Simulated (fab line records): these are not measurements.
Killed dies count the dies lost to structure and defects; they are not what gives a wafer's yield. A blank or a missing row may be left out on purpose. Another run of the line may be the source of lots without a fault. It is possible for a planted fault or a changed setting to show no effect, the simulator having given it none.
Lot-split experiment || flow sfq_line || 23 wafers read across 5 lots, on a route 325 steps long

ABOUT THE SPLIT
At SFQ_TRILAYER_M5_BARC_OPEN_METAL_ETCH_161 (etches BARC in O2, target depth 125 nm, time 41.7 s), the setting time_s was moved away from the recipe's 41.7 s on 4 of the 23 wafers read, by -9.7% to -9.3%. All remaining wafers had this setting at the recipe value.

Reading taken at the split's own step.

THE READING
oes_product_au, in a.u., at SFQ_TRILAYER_M5_BARC_OPEN_METAL_ETCH_161 (etches BARC in O2, target depth 125 nm, time 41.7 s). Typical for fault-free wafers on this fab line: 0.685 a.u., with standard deviation 0.005 a.u.

{"wafer": "L078.1", "tool, chamber at the split": "rie_metal-01, 1", "time_s as run, s": 41.7, "against the recipe": "recipe", "oes_product_au, a.u.": 0.691, "against lot-mates on the recipe": "-"}
{"wafer": "L078.3", "tool, chamber at the split": "rie_metal-01, 1", "time_s as run, s": 41.7, "against the recipe": "recipe", "oes_product_au, a.u.": 0.675, "against lot-mates on the recipe": "-"}
{"wafer": "L078.4", "tool, chamber at the split": "rie_metal-01, 0", "time_s as run, s": 41.7, "against the recipe": "recipe", "oes_product_au, a.u.": 0.684, "against lot-mates on the recipe": "-"}
{"wafer": "L078.5", "tool, chamber at the split": "rie_metal-01, 1", "time_s as run, s": 41.7, "against the recipe": "recipe", "oes_product_au, a.u.": 0.685, "against lot-mates on the recipe": "-"}
{"wafer": "L078.6", "tool, chamber at the split": "rie_metal-01, 0", "time_s as run, s": 41.7, "against the recipe": "recipe", "oes_product_au, a.u.": 0.686, "against lot-mates on the recipe": "-"}
{"wafer": "L079.3", "tool, chamber at the split": "rie_metal-02, 0", "time_s as run, s": 41.7, "against the recipe": "recipe", "oes_product_au, a.u.": 0.681, "against lot-mates on the recipe": "-"}
{"wafer": "L079.4", "tool, chamber at the split": "rie_metal-02, 1", "time_s as run, s": 41.7, "against the recipe": "recipe", "oes_product_au, a.u.": 0.683, "against lot-mates on the recipe": "-"}
{"wafer": "L079.5", "tool, chamber at the split": "rie_metal-02, 1", "time_s as run, s": 41.7, "against the recipe": "recipe", "oes_product_au, a.u.": 0.683, "against lot-mates on the recipe": "-"}
{"wafer": "L081.1", "tool, chamber at the split": "rie_metal-01, 1", "time_s as run, s": 37.82, "against the recipe": "-9.3%", "oes_product_au, a.u.": 0.719, "against lot-mates on the recipe": "+0.030"}
{"wafer": "L081.3", "tool, chamber at the split": "rie_metal-01, 0", "time_s as run, s": 41.7, "against the recipe": "recipe", "oes_product_au, a.u.": 0.694, "against lot-mates on the recipe": "-"}
{"wafer": "L081.4", "tool, chamber at the split": "rie_metal-01, 1", "time_s as run, s": 41.7, "against the recipe": "recipe", "oes_product_au, a.u.": 0.683, "against lot-mates on the recipe": "-"}
{"wafer": "L081.5", "tool, chamber at the split": "rie_metal-01, 0", "time_s as run, s": 41.7, "against the recipe": "recipe", "oes_product_au, a.u.": 0.691, "against lot-mates on the recipe": "-"}
{"wafer": "L081.6", "tool, chamber at the split": "rie_metal-01, 1", "time_s as run, s": 37.82, "against the recipe": "-9.3%", "oes_product_au, a.u.": 0.716, "against lot-mates on the recipe": "+0.027"}
{"wafer": "L083.1", "tool, chamber at the split": "rie_metal-02, 1", "time_s as run, s": 41.7, "against the recipe": "recipe", "oes_product_au, a.u.": 0.680, "against lot-mates on the recipe": "-"}
{"wafer": "L083.2", "tool, chamber at the split": "rie_metal-02, 0", "time_s as run, s": 41.7, "against the recipe": "recipe", "oes_product_au, a.u.": 0.691, "against lot-mates on the recipe": "-"}
{"wafer": "L083.3", "tool, chamber at the split": "rie_metal-02, 1", "time_s as run, s": 37.64, "against the recipe": "-9.7%", "oes_product_au, a.u.": 0.725, "against lot-mates on the recipe": "+0.037"}
{"wafer": "L083.5", "tool, chamber at the split": "rie_metal-02, 1", "time_s as run, s": 37.64, "against the recipe": "-9.7%", "oes_product_au, a.u.": 0.718, "against lot-mates on the recipe": "+0.030"}
{"wafer": "L083.6", "tool, chamber at the split": "rie_metal-02, 0", "time_s as run, s": 41.7, "against the recipe": "recipe", "oes_product_au, a.u.": 0.692, "against lot-mates on the recipe": "-"}
{"wafer": "L085.1", "tool, chamber at the split": "rie_metal-01, 0", "time_s as run, s": 41.7, "against the recipe": "recipe", "oes_product_au, a.u.": 0.691, "against lot-mates on the recipe": "-"}
{"wafer": "L085.3", "tool, chamber at the split": "rie_metal-01, 0", "time_s as run, s": 41.7, "against the recipe": "recipe", "oes_product_au, a.u.": 0.690, "against lot-mates on the recipe": "-"}
{"wafer": "L085.4", "tool, chamber at the split": "rie_metal-01, 1", "time_s as run, s": 41.7, "against the recipe": "recipe", "oes_product_au, a.u.": 0.693, "against lot-mates on the recipe": "-"}
{"wafer": "L085.5", "tool, chamber at the split": "rie_metal-01, 0", "time_s as run, s": 41.7, "against the recipe": "recipe", "oes_product_au, a.u.": 0.687, "against lot-mates on the recipe": "-"}
{"wafer": "L085.6", "tool, chamber at the split": "rie_metal-01, 1", "time_s as run, s": 41.7, "against the recipe": "recipe", "oes_product_au, a.u.": 0.683, "against lot-mates on the recipe": "-"}

FIT RESULTS
A straight line over all 23 wafers: oes_product_au changes by -0.00347 a.u. for each +1% of time_s; r = -0.93; the points scatter about the line by 0.005 a.u.
The same after taking each lot's own level away (the mean of its wafers on the recipe; 23 wafers): -0.00326 a.u. for each +1%; r = -0.94; scatter 0.0044 a.u.
Per that fit: largest time_s move, reading shift of 0.032 a.u.
Measured against the standard deviation above, the lots' own levels, which go from 0.6823 to 0.6893 a.u., span 1.4 times it.
The two slopes agree, so the slope changes little with the lot-to-lot level.
Check: +0.0298 a.u. against its lot-mates is what the line predicts for one of the wafers moved furthest among these (-9.7%) when that wafer is left out of the fit. Against them it came out at +0.0373 a.u.
Tool readings at the split's step, against how far the setting was moved: oes_product_au r = -0.93.

THESE WAFERS: OTHER SPLITS
Other splits were also applied to these wafers ahead of the reading. Each is held against what the fit with the lots' levels taken away leaves over:
{"other split on the same wafers": "SFQ_TRILAYER_JJ_TRILAYER_DEP_SPUTTER_112 power_w", "wafers away from the commonest value": 11, "r with oes_product_au (lot level and that fit taken away)": "+0.11"}
{"other split on the same wafers": "SFQ_TRILAYER_JJ_CE_LITHO_COAT_119 spin_rpm", "wafers away from the commonest value": 7, "r with oes_product_au (lot level and that fit taken away)": "+0.17"}

THE FILE'S OWN FIT
oes_product_au changes by -0.00329 a.u. for each +1% of time_s, r = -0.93.
